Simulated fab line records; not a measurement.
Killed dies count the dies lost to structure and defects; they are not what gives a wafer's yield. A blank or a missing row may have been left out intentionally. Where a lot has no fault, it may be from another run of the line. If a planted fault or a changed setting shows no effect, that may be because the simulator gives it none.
Which of the tools did it? + flow sky130 + Sampling: 12 lots, 34 wafers, 6 of 708 route steps

== WHAT THE GAUGES READ, wafer by wafer ==
SKY_SD_P_CD_MEAS_07: target cd 380 nm.
| lot  | measured     | on        | cd_nm (nm)        |
|------|--------------|-----------|-------------------|
| L396 | day 25 22:31 | cd_sem-02 | 380.6 381.5 379.4 |
| L397 | day 27 04:31 | cd_sem-02 | 376.2 377.8 374.5 |
| L399 | day 27 16:14 | cd_sem-02 | 380.2 379.0 379.3 |
| L400 | day 27 17:00 | cd_sem-02 | 380.2 379.6 378.2 |
| L398 | day 27 18:19 | cd_sem-02 | 379.3 456.6 382.8 |
| L405 | day 28 19:59 | cd_sem-02 | 452.4 452.9       |
| L406 | day 29 14:59 | cd_sem-01 | 454.4 380.1       |
| L413 | day 31 04:14 | cd_sem-01 | 380.7 377.1 380.0 |
| L414 | day 31 23:56 | cd_sem-01 | 381.8 381.2 381.0 |
| L415 | day 32 10:56 | cd_sem-01 | 381.5 379.1 382.0 |
| L417 | day 32 11:07 | cd_sem-02 | 384.8 385.0 382.7 |
| L418 | day 32 14:21 | cd_sem-01 | 382.7 381.4 382.7 |

SKY_SD_P_OVL_MEAS_08.
| lot  | measured     | on         | SD_P_OVL (nm)  |
|------|--------------|------------|----------------|
| L396 | day 25 22:38 | overlay-02 | 0.2 0.1 -0.2   |
| L397 | day 27 04:38 | overlay-02 | -0.6 0.5 1.1   |
| L399 | day 27 16:21 | overlay-01 | 1.4 0.4 1.1    |
| L400 | day 27 17:07 | overlay-01 | 0.3 -0.4 -0.4  |
| L398 | day 27 18:25 | overlay-02 | -1.9 -4.4 -1.7 |
| L405 | day 28 20:06 | overlay-02 | 1.7 -0.2       |
| L406 | day 29 15:05 | overlay-01 | 0.6 -0.2       |
| L413 | day 31 04:21 | overlay-01 | 3.7 0.3 2.8    |
| L414 | day 32 00:03 | overlay-01 | 1.3 1.1 -0.6   |
| L415 | day 32 11:03 | overlay-01 | -1.6 -2.3 -2.1 |
| L417 | day 32 11:12 | overlay-02 | -1.0 -1.7 0.4  |
| L418 | day 32 14:28 | overlay-01 | 1.1 0.3 1.5    |

SKY_SD_P_TW_MEAS_11.
| lot  | measured     | on            | SD_P_TW        |
|------|--------------|---------------|----------------|
| L396 | day 25 22:56 | film_metro-01 | 2819 2837 2825 |
| L397 | day 27 04:56 | film_metro-04 | 2842 2838 2843 |
| L399 | day 27 16:38 | film_metro-04 | 2852 2854 2851 |
| L400 | day 27 17:25 | film_metro-04 | 2851 2845 2846 |
| L398 | day 27 18:42 | film_metro-04 | 2856 2855 2844 |
| L405 | day 28 20:23 | film_metro-03 | 2809 2793      |
| L406 | day 29 15:23 | film_metro-04 | 2828 2832      |
| L413 | day 31 04:40 | film_metro-03 | 2792 2806 2815 |
| L414 | day 32 00:20 | film_metro-01 | 2830 2836 2828 |
| L415 | day 32 11:20 | film_metro-03 | 2784 2804 2792 |
| L417 | day 32 11:29 | film_metro-03 | 2777 2787 2803 |
| L418 | day 32 14:46 | film_metro-01 | 2812 2823 2806 |

== EACH LOT AND THE TOOL THAT RAN IT (in order: tool; ch and the chambers of the sampled wafers; start) ==
| lot  | SKY_LDD_N_STRIP_16                   | SKY_SD_P_COAT_02                  | SKY_SD_P_STRIP_10                    |
|------|--------------------------------------|-----------------------------------|--------------------------------------|
| L396 | plasma_asher-03 ch 0,1, day 18 01:46 | litho_track-01 ch 0, day 25 06:42 | plasma_asher-04 ch 0,1, day 25 22:50 |
| L397 | plasma_asher-03 ch 0,1, day 19 05:43 | litho_track-01 ch 0, day 26 12:21 | plasma_asher-02 ch 0, day 27 04:50   |
| L399 | plasma_asher-03 ch 0,1, day 20 09:43 | litho_track-01 ch 0, day 27 02:34 | plasma_asher-02 ch 0,1, day 27 16:32 |
| L400 | plasma_asher-04 ch 0,1, day 20 10:01 | litho_track-03 ch 0, day 27 03:13 | plasma_asher-04 ch 0,1, day 27 17:19 |
| L398 | plasma_asher-01 ch 0,1, day 20 10:55 | litho_track-01 ch 0, day 27 05:21 | plasma_asher-02 ch 0,1, day 27 18:37 |
| L405 | plasma_asher-04 ch 1, day 21 09:29   | litho_track-01 ch 0, day 28 06:08 | plasma_asher-02 ch 0, day 28 20:17   |
| L406 | plasma_asher-01 ch 0,1, day 22 08:33 | litho_track-01 ch 0, day 29 00:38 | plasma_asher-04 ch 0,1, day 29 15:16 |
| L413 | plasma_asher-01 ch 0,1, day 23 22:44 | litho_track-03 ch 0, day 30 13:02 | plasma_asher-01 ch 0,1, day 31 04:32 |
| L414 | plasma_asher-01 ch 0,1, day 24 22:25 | litho_track-01 ch 0, day 31 10:02 | plasma_asher-02 ch 1, day 32 00:14   |
| L415 | plasma_asher-01 ch 0,1, day 25 04:54 | litho_track-02 ch 0, day 31 21:57 | plasma_asher-02 ch 0,1, day 32 11:14 |
| L417 | plasma_asher-04 ch 0,1, day 25 07:20 | litho_track-01 ch 0, day 31 22:18 | plasma_asher-04 ch 0,1, day 32 11:25 |
| L418 | plasma_asher-04 ch 0,1, day 25 10:27 | litho_track-03 ch 0, day 32 01:34 | plasma_asher-01 ch 0,1, day 32 14:40 |
- SKY_LDD_N_STRIP_16: strips in O2/N2.
- SKY_SD_P_COAT_02: resist thk 1140 nm.
- SKY_SD_P_STRIP_10: strips in O2/N2.

== AS READ BY THE TOOLS THEMSELVES (means over the sampled wafers that have a number; for cases with no such wafer, the mark the record gives instead) ==
SKY_LDD_N_STRIP_16.
| lot  | tool            | drypump_motor_current_A (A) | oes_product_au (a.u.) | strip_time_to_endpoint_s (s) |
|------|-----------------|-----------------------------|-----------------------|------------------------------|
| L396 | plasma_asher-03 | 5.9                         | 0.406                 | 4.322                        |
| L397 | plasma_asher-03 | 5.9                         | 0.404                 | 4.321                        |
| L399 | plasma_asher-03 | 5.9                         | 0.407                 | 4.302                        |
| L400 | plasma_asher-04 | 6.1                         | 0.402                 | 4.310                        |
| L398 | plasma_asher-01 | 5.8                         | 0.410                 | 4.335                        |
| L405 | plasma_asher-04 | 5.0                         | 0.402                 | 4.321                        |
| L406 | plasma_asher-01 | 5.7                         | 0.404                 | 4.307                        |
| L413 | plasma_asher-01 | 5.5                         | 0.407                 | 4.313                        |
| L414 | plasma_asher-01 | 5.8                         | 0.407                 | 4.317                        |
| L415 | plasma_asher-01 | 5.7                         | 0.402                 | 4.307                        |
| L417 | plasma_asher-04 | 6.1                         | 0.405                 | 4.310                        |
| L418 | plasma_asher-04 | 5.6                         | 0.401                 | 4.316                        |

SKY_SD_P_COAT_02.
| lot  | tool           | chill_plate_temp_C (C) | spin_speed_rpm (rpm) |
|------|----------------|------------------------|----------------------|
| L396 | litho_track-01 | 22.97                  | 3001.8               |
| L397 | litho_track-01 | 22.96                  | 3000.0               |
| L399 | litho_track-01 | 23.20                  | 3000.8               |
| L400 | litho_track-03 | 22.91                  | 3000.6               |
| L398 | litho_track-01 | 22.96                  | 3000.7               |
| L405 | litho_track-01 | 22.80                  | 2999.7               |
| L406 | litho_track-01 | 23.03                  | 2999.1               |
| L413 | litho_track-03 | 23.07                  | 2999.8               |
| L414 | litho_track-01 | 22.92                  | 2999.2               |
| L415 | litho_track-02 | 23.10                  | 3000.5               |
| L417 | litho_track-01 | 22.94                  | 3000.3               |
| L418 | litho_track-03 | 22.99                  | 2998.9               |

SKY_SD_P_STRIP_10.
| lot  | tool            | drypump_motor_current_A (A) | oes_product_au (a.u.) | strip_time_to_endpoint_s (s) |
|------|-----------------|-----------------------------|-----------------------|------------------------------|
| L396 | plasma_asher-04 | 6.1                         | 0.617                 | 17.53                        |
| L397 | plasma_asher-02 | 5.6                         | 0.620                 | 17.52                        |
| L399 | plasma_asher-02 | 5.6                         | 0.615                 | 17.45                        |
| L400 | plasma_asher-04 | 6.1                         | 0.614                 | 17.50                        |
| L398 | plasma_asher-02 | 5.7                         | 0.596                 | 15.37                        |
| L405 | plasma_asher-02 | 5.7                         | 0.548                 | 11.07                        |
| L406 | plasma_asher-04 | 5.8                         | 0.576                 | 14.30                        |
| L413 | plasma_asher-01 | 5.6                         | 0.617                 | 17.56                        |
| L414 | plasma_asher-02 | 5.7                         | 0.617                 | 17.53                        |
| L415 | plasma_asher-02 | 5.6                         | 0.620                 | 17.50                        |
| L417 | plasma_asher-04 | 6.1                         | 0.616                 | 17.54                        |
| L418 | plasma_asher-01 | 5.6                         | 0.612                 | 17.49                        |

== THE ANSWER, worked out from the rows above alone ==
Rule: what is usual is taken from the lots themselves. The widest of any qualifying gaps counts: lots, ordered by their means at a reading, are off when they make up no more than a third of the lots, leave a main group of 4 or more, and stand apart from it by 3 or more times the standard deviation of that group's means. If all means in a main group match to the digits the tables above print for the reading, that group is not used. Also off: a lot with no number at a reading for which 4 or more lots have one. Any other lot the step has rows for is counted as sound. After the gauges, taken in route order, come the tools' own readings; for these a lot's mean is taken, as printed above. At the first step where some lot is off, the reading lying furthest off is the one used; lots without a number count as furthest.
Off at SKY_SD_P_CD_MEAS_07 (cd_nm): L398, L405, L406. The main group: mean 380.4 nm, standard deviation 2.1.
A tool fits if, at a process step before that reading, it ran every lot that is off, and no sound lot after the first of them. The gauges at SKY_SD_P_CD_MEAS_07 aren't tried: what is off there is off at SKY_SD_P_STRIP_10 too, on other tools, and a gauge's error can't cause that. Not one of the candidates tried fits.

== WHAT THE SIMULATOR HAD INSERTED ==
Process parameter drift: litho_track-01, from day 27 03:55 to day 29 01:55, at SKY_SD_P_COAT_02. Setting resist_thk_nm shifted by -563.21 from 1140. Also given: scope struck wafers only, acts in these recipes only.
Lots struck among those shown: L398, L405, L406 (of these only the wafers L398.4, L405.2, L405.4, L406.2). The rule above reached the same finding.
